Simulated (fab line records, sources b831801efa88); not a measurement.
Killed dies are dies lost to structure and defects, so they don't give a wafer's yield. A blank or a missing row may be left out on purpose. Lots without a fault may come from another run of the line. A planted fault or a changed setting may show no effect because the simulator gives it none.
Split-lot experiment | flow gf180mcu | 5 lots, 23 wafers read, on a route of 602 steps

THE SPLIT
At GF_M2_SPUTTER_01 (material TiN, target thk 30 nm, time 25 s), the setting power_w was moved away from the recipe's 6500 W on 7 of the 23 wafers read, by -10.2% to +9.6%. The other wafers ran this setting at the recipe's value.

The reading is taken at the split's own step.

THE READING
TiN_of_M2_SPUTTER_01.thk_nm (the simulator's own value, which no gauge read), in nm, at GF_M2_SPUTTER_01 (material TiN, target thk 30 nm, time 25 s). The file gives no usual value for it. The 16 wafers here that ran the recipe average 29.92 nm, standard deviation 0.22 nm.

wafer  | tool, chamber at the split | power_w as run, W | against the recipe | TiN_of_M2_SPUTTER_01.thk_nm, nm | against lot-mates on the recipe
L076.2 | pvd_sputter-01, -          | 7124              | +9.6%              | 33.29                           | +3.34
L076.3 | pvd_sputter-01, -          | 7124              | +9.6%              | 32.86                           | +2.91
L076.4 | pvd_sputter-01, -          | 6500              | recipe             | 29.76                           | -
L076.5 | pvd_sputter-01, -          | 6500              | recipe             | 30                              | -
L076.6 | pvd_sputter-01, -          | 6500              | recipe             | 30.1                            | -
L077.1 | pvd_sputter-04, -          | 6500              | recipe             | 30.31                           | -
L077.2 | pvd_sputter-04, -          | 6500              | recipe             | 29.88                           | -
L077.6 | pvd_sputter-04, -          | 6500              | recipe             | 29.77                           | -
L080.1 | pvd_sputter-04, -          | 5965              | -8.2%              | 27.36                           | -2.42
L080.2 | pvd_sputter-04, -          | 6500              | recipe             | 29.74                           | -
L080.3 | pvd_sputter-04, -          | 5965              | -8.2%              | 27.45                           | -2.33
L080.5 | pvd_sputter-04, -          | 6500              | recipe             | 30.07                           | -
L080.6 | pvd_sputter-04, -          | 6500              | recipe             | 29.53                           | -
L082.1 | pvd_sputter-01, -          | 6500              | recipe             | 29.7                            | -
L082.2 | pvd_sputter-01, -          | 5837              | -10.2%             | 26.72                           | -3.10
L082.3 | pvd_sputter-01, -          | 5837              | -10.2%             | 26.66                           | -3.16
L082.5 | pvd_sputter-01, -          | 6500              | recipe             | 29.94                           | -
L082.6 | pvd_sputter-01, -          | 5837              | -10.2%             | 26.65                           | -3.17
L084.1 | pvd_sputter-04, -          | 6500              | recipe             | 29.95                           | -
L084.2 | pvd_sputter-04, -          | 6500              | recipe             | 29.9                            | -
L084.3 | pvd_sputter-04, -          | 6500              | recipe             | 29.78                           | -
L084.5 | pvd_sputter-04, -          | 6500              | recipe             | 29.92                           | -
L084.6 | pvd_sputter-04, -          | 6500              | recipe             | 30.41                           | -

THE FIT
A straight line over all 23 wafers: TiN_of_M2_SPUTTER_01.thk_nm changes by +0.319 nm for each +1% of power_w; r = +0.99; the points scatter about the line by 0.21 nm.
The same after taking each lot's own level away (the mean of its wafers on the recipe; 23 wafers): +0.31 nm for each +1%; r = +0.99; scatter 0.2 nm.
On that fit, the largest move of power_w shifts the reading by 3.2 nm.
The lots' own levels span 29.780 to 29.992 nm, that is 1.0 times the standard deviation above.
So the lot-to-lot level changes the slope little: the two slopes agree.
Check: with one of the wafers moved furthest among these (-10.2%) left out of the fit, the line predicts -3.14 nm for it against its lot-mates. It came out at -3.1 nm against them.

OTHER SPLITS ON THESE WAFERS
These wafers also went through other splits before the reading. Each is held against what the fit with the lots' levels taken away leaves over:
other split on the same wafers       | wafers away from the commonest value | r with TiN_of_M2_SPUTTER_01.thk_nm (lot level and that fit taken away)
GF_M1_SPUTTER_04 chamber_pressure_pa | 18                                   | +0.10
GF_M1_STRIP_17 power_w               | 8                                    | +0.14
GF_V1_SPUTTER_22 time_s              | 9                                    | -0.02

THE FILE'S OWN FIT
TiN_of_M2_SPUTTER_01.thk_nm changes by +0.309 nm for each +1% of power_w, r = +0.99.
